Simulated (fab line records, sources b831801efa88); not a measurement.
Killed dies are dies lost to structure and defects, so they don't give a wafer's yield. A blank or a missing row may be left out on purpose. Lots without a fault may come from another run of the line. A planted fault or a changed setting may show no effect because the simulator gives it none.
Split-lot experiment | flow sky130 | 5 lots, 23 wafers read, on a route of 708 steps

THE SPLIT
At SKY_PASSIVATION_COAT_06 (resist thk 3000 nm), the setting spin_rpm was moved away from the recipe's 2000 rpm on 8 of the 23 wafers read, by -3.2% to +6.2%. The other wafers ran this setting at the recipe's value.

The reading is taken at the split's own step.

THE READING
coat_of_PASSIVATION_COAT_06.thk_nm (the simulator's own value, which no gauge read), in nm, at SKY_PASSIVATION_COAT_06 (resist thk 3000 nm). The file gives no usual value for it. The 15 wafers here that ran the recipe average 2999 nm, standard deviation 7.3 nm.

wafer  | tool, chamber at the split | spin_rpm as run, rpm | against the recipe | coat_of_PASSIVATION_COAT_06.thk_nm, nm | against lot-mates on the recipe
L074.1 | litho_track-03, 0          | 2000                 | recipe             | 2994                                   | -
L074.2 | litho_track-03, 0          | 2000                 | recipe             | 2994                                   | -
L074.4 | litho_track-03, 0          | 2000                 | recipe             | 2994                                   | -
L074.3 | litho_track-03, 0          | 2000                 | recipe             | 2991                                   | -
L074.6 | litho_track-03, 0          | 2000                 | recipe             | 2993                                   | -
L075.1 | litho_track-03, 0          | 2123                 | +6.2%              | 2912                                   | -96
L075.3 | litho_track-03, 0          | 2123                 | +6.2%              | 2918                                   | -90
L075.4 | litho_track-03, 0          | 2000                 | recipe             | 3006                                   | -
L075.5 | litho_track-03, 0          | 2123                 | +6.2%              | 2915                                   | -94
L075.6 | litho_track-03, 0          | 2000                 | recipe             | 3011                                   | -
L076.1 | litho_track-04, 0          | 2000                 | recipe             | 2996                                   | -
L076.2 | litho_track-04, 0          | 2094                 | +4.7%              | 2930                                   | -66
L076.3 | litho_track-04, 0          | 2094                 | +4.7%              | 2931                                   | -64
L076.5 | litho_track-04, 0          | 2094                 | +4.7%              | 2931                                   | -64
L076.6 | litho_track-04, 0          | 2000                 | recipe             | 2995                                   | -
L077.1 | litho_track-04, 0          | 1936                 | -3.2%              | 3066                                   | +58
L077.2 | litho_track-04, 0          | 2000                 | recipe             | 3015                                   | -
L077.3 | litho_track-04, 0          | 2000                 | recipe             | 2999                                   | -
L077.4 | litho_track-04, 0          | 1936                 | -3.2%              | 3057                                   | +49
L077.6 | litho_track-04, 0          | 2000                 | recipe             | 3009                                   | -
L081.1 | litho_track-03, 0          | 2000                 | recipe             | 2998                                   | -
L081.2 | litho_track-03, 0          | 2000                 | recipe             | 2992                                   | -
L081.3 | litho_track-03, 0          | 2000                 | recipe             | 2997                                   | -

THE FIT
A straight line over all 23 wafers: coat_of_PASSIVATION_COAT_06.thk_nm changes by -14.9 nm for each +1% of spin_rpm; r = -0.98; the points scatter about the line by 8 nm.
The same after taking each lot's own level away (the mean of its wafers on the recipe; 23 wafers): -15.1 nm for each +1%; r = -1.00; scatter 4.2 nm.
On that fit, the largest move of spin_rpm shifts the reading by 93 nm.
The lots' own levels span 2993.2 to 3008.5 nm, that is 2.1 times the standard deviation above.
So the lot-to-lot level changes the slope little: the two slopes agree.
Check: with one of the wafers moved furthest among these (+6.2%) left out of the fit, the line predicts -90.2 nm for it against its lot-mates. It came out at -96.5 nm against them.

OTHER SPLITS ON THESE WAFERS
These wafers also went through other splits before the reading. Each is held against what the fit with the lots' levels taken away leaves over:
other split on the same wafers | wafers away from the commonest value | r with coat_of_PASSIVATION_COAT_06.thk_nm (lot level and that fit taken away)
SKY_VIA4_CVD_18 temp_c         | 7                                    | +0.26
SKY_METAL5_SPUTTER_00 power_w  | 10                                   | +0.15

THE WHOLE CHAIN: every reading that the file lists as answering this split, in the file's order
step                     | what it does       | reading                                                                             | change (the file's fit)              | r (the file's)
SKY_PASSIVATION_COAT_06  | resist thk 3000 nm | coat_of_PASSIVATION_COAT_06.thk_nm (the simulator's own value, which no gauge read) | -15 nm for each +1% of the setting   | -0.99
SKY_PASSIVATION_STRIP_12 | strips in O2/N2    | strip_time_to_endpoint_s                                                            | withheld for each +1% of the setting | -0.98

THE FILE'S OWN FIT
coat_of_PASSIVATION_COAT_06.thk_nm changes by -15 nm for each +1% of spin_rpm, r = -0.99.
